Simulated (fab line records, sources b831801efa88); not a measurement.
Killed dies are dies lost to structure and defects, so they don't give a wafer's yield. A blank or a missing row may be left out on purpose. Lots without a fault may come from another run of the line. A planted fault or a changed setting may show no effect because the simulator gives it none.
A struck lot beside a sound one | flow sfq_line | 42 steps out of a route of 325
Sound: wafers L551.1, L551.3, L551.4. Struck: wafers L567.1, L567.6. The cause comes at the end.
At each step with rows: each side's tool, then ch and its chambers, then its first start. Under that, the readings that differ: sound wafers | struck wafers | difference of the means | sigmas: that difference in standard deviations of wafers without a fault.
alike: readings whose means differ by less than 2 such deviations, and words and numbers that are the same on both sides. not compared: withheld readings, readings that some wafer has no value for, bounds like >300 that may hide the same value, and numbers for which the record gives no deviation and whose values overlap.
The two part at a step that has a row with sigmas, a row that says differs or no value, or rows on one side only. Numbers that don't overlap but have no deviation are shown without sigmas and don't part them. A reading that every wafer of one side lacks parts them only if that side has two wafers or more.

first, 6 steps without rows for these wafers: SFQ_TRILAYER_M0_LITHO_COAT_026 (resist thk 62 nm); SFQ_TRILAYER_M0_LITHO_COAT_021 (resist thk 600 nm); SFQ_TRILAYER_M0_LITHO_SOFTBAKE_025; SFQ_TRILAYER_M0_LITHO_EXPOSE_022 (exposes mask M0, target cd 500 nm); SFQ_TRILAYER_M0_LITHO_PEB_024 (peb time 60 s); SFQ_TRILAYER_M0_LITHO_DEVELOP_023 (time 60 s).
SFQ_M0_OVL_MEAS_906:
  sound on overlay-01, day 8 15:16; struck on overlay-02, day 12 08:41
  alike: M0_OVL
then, 1 step without rows for these wafers: SFQ_TRILAYER_M0_BARC_OPEN_METAL_ETCH_031 (etches BARC in O2, target depth 125 nm, time 41.7 s).
SFQ_TRILAYER_M0_ETCH_METAL_ETCH_024: etches Nb in Cl2/Ar, stops on SiO2, target depth 240 nm, time 120 s.
  sound on rie_metal-01 ch 0,1, day 8 15:21; struck on rie_metal-01 ch 0, day 12 08:47
  alike: drypump_motor_current_A, oes_product_au
  not compared: rf_hours_counter_h
SFQ_TRILAYER_M0_STRIP_STRIP_025: strips in O2.
  sound on rie_metal-01 ch 0,1, day 8 15:29; struck on rie_metal-01 ch 0, day 12 08:55
  alike: drypump_motor_current_A, oes_product_au
  not compared: rf_hours_counter_h
then, 2 steps without rows for these wafers: SFQ_TRILAYER_M0_STRIP_SOLV_CLEAN_026 (cleans in NMP, time 600 s); SFQ_TRILAYER_I0_DEP_PECVD_027 (deposits SiO2 from SiH4/N2O, time 111.11 s, target thk 500 nm).
SFQ_TRILAYER_I0_CMP_CMP_028: polishes SiO2.
  sound on cmp-02 ch 0,1,2, day 9 00:13; struck on cmp-01 ch 0, day 12 09:47
  reading                                             | sound           | struck      | difference | sigmas
  time_to_endpoint_s (s)                              | 216 211 219     | 286 293     | +74        | +11
  model.SiO2_of_TRILAYER_I0_DEP_PECVD_027.thk_nm (nm) | 199.8 199 199.1 | 306.2 309.4 | +108.5     |
  alike: edge_zone_pressure_frac, head_pressure_psi, motor_current_A, slurry_filter_dp_kPa
SFQ_I0_BOW_MEAS_907:
  sound on film_metro-01, day 9 03:13; struck on film_metro-01, day 12 12:47
  reading     | sound   | struck | difference | sigmas
  I0_BOW (um) | -4 0 -4 | 18 11  | +17        | +2
SFQ_TRILAYER_I0_METRO_MEASURE_029:
  sound on film_metro-01, day 9 03:20; struck on film_metro-01, day 12 12:54
  reading     | sound             | struck      | difference | sigmas
  thk_nm (nm) | 199.7 199.1 199.1 | 306.1 309.7 | +108.6     | +99 or more
then, 6 steps without rows for these wafers: SFQ_TRILAYER_I0_VIA_LITHO_COAT_036 (resist thk 62 nm); SFQ_TRILAYER_I0_VIA_LITHO_COAT_031 (resist thk 650 nm); SFQ_TRILAYER_I0_VIA_LITHO_SOFTBAKE_035; SFQ_TRILAYER_I0_VIA_LITHO_EXPOSE_032 (exposes mask I0, target cd 500 nm); SFQ_TRILAYER_I0_VIA_LITHO_PEB_034 (peb time 60 s); SFQ_TRILAYER_I0_VIA_LITHO_DEVELOP_033 (time 60 s).
-- the record jumps here: 4 days lie between the struck wafers' starts before and after --
SFQ_I0_OVL_MEAS_908:
  sound on overlay-02, day 13 00:17; struck on overlay-02, day 16 20:10
  alike: I0_OVL
then, 1 step without rows for these wafers: SFQ_TRILAYER_I0_VIA_BARC_OPEN_VIA_ETCH_046 (etches BARC in O2, target depth 125 nm, time 41.7 s).
SFQ_TRILAYER_I0_VIA_ETCH_VIA_ETCH_034: etches SiO2 in CHF3, stops on Nb, target depth 260 nm.
  sound on rie_diel-02 ch 0,2,3, day 13 00:22; struck on rie_diel-04 ch 1,2, day 16 20:14
  reading                        | sound             | struck      | difference | sigmas
  oes_product_au (a.u.)          | 0.861 0.851 0.855 | 0.990 0.997 | +0.138     | +26
  model.I0.feature_depth_nm (nm) | 199.8 199 199.1   | 258.9 258.1 | +59.2      |
  model.etch.depth_nm (nm)       | 199.8 199 199.1   | 258.9 258.1 | +59.2      |
  alike: drypump_motor_current_A
then, 2 steps without rows for these wafers: SFQ_TRILAYER_I0_VIA_STRIP_STRIP_035 (strips in O2); SFQ_TRILAYER_I0_VIA_STRIP_SOLV_CLEAN_036 (cleans in NMP, time 600 s).
SFQ_TRILAYER_M1_DEP_PRE_CLEAN_038: time 22.5 s.
  sound on pvd_sputter-04, day 13 01:51; struck on pvd_sputter-06, day 16 21:08
  reading                                             | sound             | struck      | difference | sigmas
  model.SiO2_of_TRILAYER_I0_DEP_PECVD_027.thk_nm (nm) | 192.3 191.5 191.6 | 298.7 301.9 | +108.5     |
then, 1 step without rows for these wafers: SFQ_TRILAYER_M1_DEP_SPUTTER_037 (material Nb, target thk 200 nm, time 133.3 s).
SFQ_M1_RS_MEAS_909: measures by four-point-probe.
  sound on film_metro-04, day 13 01:58; struck on film_metro-03, day 16 21:15
  alike: M1_NB_RS
then, 6 steps without rows for these wafers: SFQ_TRILAYER_M1_LITHO_COAT_044 (resist thk 62 nm); SFQ_TRILAYER_M1_LITHO_COAT_039 (resist thk 600 nm); SFQ_TRILAYER_M1_LITHO_SOFTBAKE_043; SFQ_TRILAYER_M1_LITHO_EXPOSE_040 (exposes mask M1, target cd 500 nm); SFQ_TRILAYER_M1_LITHO_PEB_042 (peb time 60 s); SFQ_TRILAYER_M1_LITHO_DEVELOP_041 (time 60 s).
-- the record jumps here: 6 days lie between the struck wafers' starts before and after --
SFQ_M1_OVL_MEAS_911:
  sound on overlay-02, day 14 17:20; struck on overlay-02, day 23 04:42
  alike: M1_OVL
SFQ_TRILAYER_M1_BARC_OPEN_METAL_ETCH_054: etches BARC in O2, target depth 125 nm, time 41.7 s.
  sound on rie_metal-01 ch 0,1, day 14 17:22; struck on rie_metal-01 ch 1, day 23 04:44
  alike: drypump_motor_current_A, oes_product_au
  not compared: rf_hours_counter_h
SFQ_TRILAYER_M1_ETCH_METAL_ETCH_042: etches Nb in Cl2/Ar, stops on SiO2, target depth 240 nm, time 120 s.
  sound on rie_metal-01 ch 0,1, day 14 17:26; struck on rie_metal-01 ch 1, day 23 04:47
  alike: drypump_motor_current_A, oes_product_au
  not compared: rf_hours_counter_h
then, 2 steps without rows for these wafers: SFQ_TRILAYER_M1_STRIP_STRIP_043 (strips in O2); SFQ_TRILAYER_M1_STRIP_SOLV_CLEAN_044 (cleans in NMP, time 600 s).
SFQ_TRILAYER_I1_DEP_PECVD_045: deposits SiO2 from SiH4/N2O, time 111.11 s, target thk 500 nm.
  sound on pecvd-02 ch 0,1,2, day 14 18:20; struck on pecvd-04 ch 1,2, day 23 05:41
  alike: heater_power_w, throttle_valve_pct
-- the record jumps here: 59 days lie between the struck wafers' starts before and after --
SFQ_M8_BOW_MEAS_951:
  sound on film_metro-01, day 71 23:52; struck on film_metro-03, day 82 06:59
  reading                 | sound            | struck      | difference | sigmas
  model.etest.i0.link_ohm | 1.981 1.977 1.97 | 1e+06 1e+06 | +1e+06     |
  alike: M8_BOW

WHERE THEY PART
First at SFQ_TRILAYER_I0_CMP_CMP_028; last, within this record, at SFQ_TRILAYER_I0_VIA_ETCH_VIA_ETCH_034. Later steps at which nothing parts them and some readings are alike: SFQ_M1_RS_MEAS_909, SFQ_M1_OVL_MEAS_911, SFQ_TRILAYER_M1_BARC_OPEN_METAL_ETCH_054, SFQ_TRILAYER_M1_ETCH_METAL_ETCH_042, SFQ_TRILAYER_I1_DEP_PECVD_045, SFQ_M8_BOW_MEAS_951.

WHY: what the simulator had put in
Process parameter drift: cmp-01, from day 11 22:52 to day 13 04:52, at SFQ_TRILAYER_I0_CMP_CMP_028. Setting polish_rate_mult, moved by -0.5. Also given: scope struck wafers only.
